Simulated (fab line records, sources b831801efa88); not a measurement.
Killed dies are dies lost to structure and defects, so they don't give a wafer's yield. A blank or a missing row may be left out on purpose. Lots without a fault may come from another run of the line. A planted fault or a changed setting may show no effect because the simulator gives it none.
A struck lot beside a sound one | flow sky130 | 44 steps out of a route of 708
Sound: wafers L658.1, L658.5, L658.6. Struck: wafer L677.2. (L677.4, L677.6 of the same lot were not struck and are left out.) The cause comes at the end.
At each step with rows: each side's tool, then ch and its chambers, then its first start. Under that, the readings that differ: sound wafers | struck wafers | difference of the means | sigmas: that difference in standard deviations of wafers without a fault.
alike: readings whose means differ by less than 2 such deviations, and words and numbers that are the same on both sides. not compared: withheld readings, readings that some wafer has no value for, bounds like >300 that may hide the same value, and numbers for which the record gives no deviation and whose values overlap.
The two part at a step that has a row with sigmas, a row that says differs or no value, or rows on one side only. Numbers that don't overlap but have no deviation are shown without sigmas and don't part them. A reading that every wafer of one side lacks parts them only if that side has two wafers or more.

first, 4 steps without rows for these wafers: SKY_VIA2_CLEAN_18 (cleans in IPA, time 180 s); SKY_VIA2_CLEAN_19 (cleans in O3/DIW); SKY_VIA2_SPUTTER_20 (material TiN, target thk 20 nm, time 80 s); SKY_VIA2_CVD_21 (deposits W, target thk 420 nm, time 126.4 s).
SKY_VIA2_RS_MEAS_22: measures by four-point-probe.
  sound on film_metro-04, day 37 14:34; struck on film_metro-02, day 43 00:05
  alike: VIA2_W_RS
SKY_VIA2_THK_MEAS_23: measures by xrf.
  sound on film_metro-04, day 37 14:41; struck on film_metro-02, day 43 00:11
  alike: VIA2_W_THK
SKY_VIA2_CMP_24: polishes, stops on SiO2, t overpolish 20 s, target thk 0 nm.
  sound on cmp-01 ch 0,2,3, day 37 14:50; struck on cmp-01 ch 1, day 43 00:14
  alike: motor_current_A, overpolish_run_s, time_to_endpoint_s
then, 2 steps without rows for these wafers: SKY_METAL3_SPUTTER_00 (material Ti, target thk 15 nm, time 10 s); SKY_METAL3_SPUTTER_01 (material TiN, target thk 20 nm, time 16.7 s).
SKY_METAL3_SPUTTER_02: material AlCu, target thk 735 nm, time 39.1 s.
  sound on pvd_sputter-03, day 37 15:05; struck on pvd_sputter-01, day 43 00:35
  reading                | sound          | struck | difference | sigmas
  throttle_valve_pct (%) | 31.3 28.9 31.4 | 28.0   | -2.5       | -2
then, 2 steps without rows for these wafers: SKY_METAL3_SPUTTER_03 (material Ti, target thk 5 nm, time 3.3 s); SKY_METAL3_SPUTTER_04 (material TiN, target thk 70 nm, time 58.3 s).
SKY_CAPM_CVD_00: deposits SiO2, target thk 15.5 nm.
  sound on pecvd-01 ch 0,1,2, day 37 15:11; struck on pecvd-01 ch 0, day 43 00:41
  reading                               | sound             | struck | difference | sigmas
  model.SiO2_of_CAPM_CVD_00.thk_nm (nm) | 15.12 15.54 15.51 | 5.66   | -9.73      |
  alike: heater_power_w
SKY_CAPM_THK_MEAS_01:
  sound on film_metro-02, day 37 15:13; struck on film_metro-01, day 43 01:03
  reading              | sound             | struck | difference | sigmas
  CAPM_CVD_00_THK (nm) | 15.15 15.53 15.53 | 5.69   | -9.71      | -37
  not compared: hold
SKY_CAPM_SPUTTER_02: material TiN, target thk 200 nm, time 166.7 s.
  sound on pvd_sputter-02, day 37 15:16; struck on pvd_sputter-03, day 43 03:05
  reading | sound | struck                   | difference                   | sigmas
  hold    | - - - | await_dispo/2.0h/release | no value on the sound wafers |
  alike: throttle_valve_pct
SKY_CAPM_RS_MEAS_03: measures by four-point-probe.
  sound on film_metro-03, day 37 15:23; struck on film_metro-02, day 43 03:17
  alike: CAPM_TIN_RS
SKY_CAPM_THK_MEAS_04: measures by xrf.
  sound on film_metro-03, day 37 15:30; struck on film_metro-02, day 43 03:23
  alike: CAPM_TIN_THK
then, 7 steps without rows for these wafers: SKY_CAPM_DEHYDRATE_05 (time 60 s); SKY_CAPM_HMDS_06 (prime time 60 s); SKY_CAPM_COAT_07 (resist thk 1140 nm); SKY_CAPM_SOFTBAKE_08 (time 60 s); SKY_CAPM_EXPOSE_09 (exposes mask CAPM, target cd 1000 nm); SKY_CAPM_PEB_10; SKY_CAPM_DEVELOP_11 (develop time 60 s).
SKY_CAPM_OVL_MEAS_12:
  sound on overlay-02, day 38 16:19; struck on overlay-02, day 43 23:30
  alike: CAPM_OVL
then, 13 steps without rows for these wafers: SKY_CAPM_METAL_ETCH_13 (etches TiN in Cl2/BCl3, stops on SiO2, target depth 220 nm, time 62.9 s); SKY_CAPM_STRIP_14 (strips in O2/N2); SKY_CAPM_STRIP_15 (strips in post etch residue remover, time 1200 s); SKY_CAPM_CLEAN_16 (cleans in IPA, time 180 s); SKY_CAPM_CLEAN_17 (cleans in O3/DIW); SKY_METAL3_DEHYDRATE_05 (time 60 s); SKY_METAL3_HMDS_06 (prime time 60 s); SKY_METAL3_COAT_07 (resist thk 60 nm); SKY_METAL3_COAT_08 (resist thk 1140 nm); SKY_METAL3_SOFTBAKE_09 (time 90 s); SKY_METAL3_EXPOSE_10 (exposes mask MM3, target cd 300 nm); SKY_METAL3_PEB_11; SKY_METAL3_DEVELOP_12 (develop time 60 s).
SKY_METAL3_CD_MEAS_13: target cd 300 nm.
  sound on cd_sem-02, day 39 18:23; struck on cd_sem-02, day 44 22:37
  alike: cd_nm
SKY_METAL3_OVL_MEAS_14:
  sound on overlay-02, day 39 18:31; struck on overlay-02, day 44 22:43
  alike: METAL3_OVL
SKY_METAL3_DESCUM_15: chemistry O2, time 8 s.
  sound on rie_metal-01 ch 0,1, day 39 18:33; struck on rie_metal-02 ch 1, day 44 22:45
  alike: drypump_motor_current_A, oes_product_au
  not compared: rf_hours_counter_h
SKY_METAL3_ETCH_16: etches BARC in N2/H2, stops on SiO2, time 88.2 s, target depth 60 nm.
  sound on rie_metal-01 ch 0,1, day 39 18:35; struck on rie_metal-02 ch 1, day 44 22:47
  alike: drypump_motor_current_A, h2_flow_sccm, oes_product_au, throttle_valve_pct
  not compared: rf_hours_counter_h
SKY_METAL3_ETCH_17: etches SiO2 in C4F8/O2/Ar, stops on TiN, time 3.9 s, target depth 15 nm.
  sound on rie_diel-02 ch 0,3, day 39 18:41; struck on rie_diel-03 ch 3, day 44 22:53
  reading                  | sound             | struck | difference | sigmas
  oes_product_au (a.u.)    | 0.749 0.760 0.749 | 0.510  | -0.243     | -31
  model.etch.depth_nm (nm) | 15.12 15.54 15.51 | 5.66   | -9.73      |
  not compared: rf_hours_counter_h
-- the record jumps here: 6 days lie between the struck wafers' starts before and after (it left off in module METAL3 and takes up again in module PAD_OPEN, whose first step shown is number 708 of the route) --
SKY_PAD_OPEN_PROBE_99:
  sound on prober-02, day 46 21:31; struck on prober-02, day 50 23:00
  reading                               | sound                | struck     | difference  | sigmas
  defect_limited_yield (%)              | 85.6 82.7 82.3       | 79.1       | -4.4        | -2
  killed_at_M0_to_M3                    | 36 33 44             | 59         | +21         | +3
  killed_dies                           | 71 85 87             | 103        | +22         | +2
  model.etest.tester.sort_n_pass        | 421 407 405          | 0          | -411        |
  model.etest.tester.sort_yield_pct (%) | 85.57 82.72 82.32    | 0          | -84         |
  model.etest.tester.sort_bin_4_pct (%) | 0 0 0                | 78.17      | +78.17      |
  model.etest.cap_mim.bv_v (V)          | 13.56 14.11 13.59    | 5.18       | -8.57       |
  model.etest.cap_mim.leak_log10_a_cm2  | -8.901 -9.032 -8.931 | -1.958     | +6.997      |
  model.etest.cap_mim.c_ff_um2          | 2.398 2.348 2.355    | 6.375      | +4.008      |
  model.etest.tester.sort_bin_8_pct (%) | 0 0 0                | 3.701e-134 | +3.701e-134 |
  alike: killed_at_M4_up, killed_at_contacts, killed_at_front_end, killed_at_other, killed_open, killed_short
  not compared: model.etest.cap_mim.c_ff_um2_rim_less_centre

WHERE THEY PART
First at SKY_METAL3_SPUTTER_02; last, within this record, at SKY_PAD_OPEN_PROBE_99.

WHY: what the simulator had put in
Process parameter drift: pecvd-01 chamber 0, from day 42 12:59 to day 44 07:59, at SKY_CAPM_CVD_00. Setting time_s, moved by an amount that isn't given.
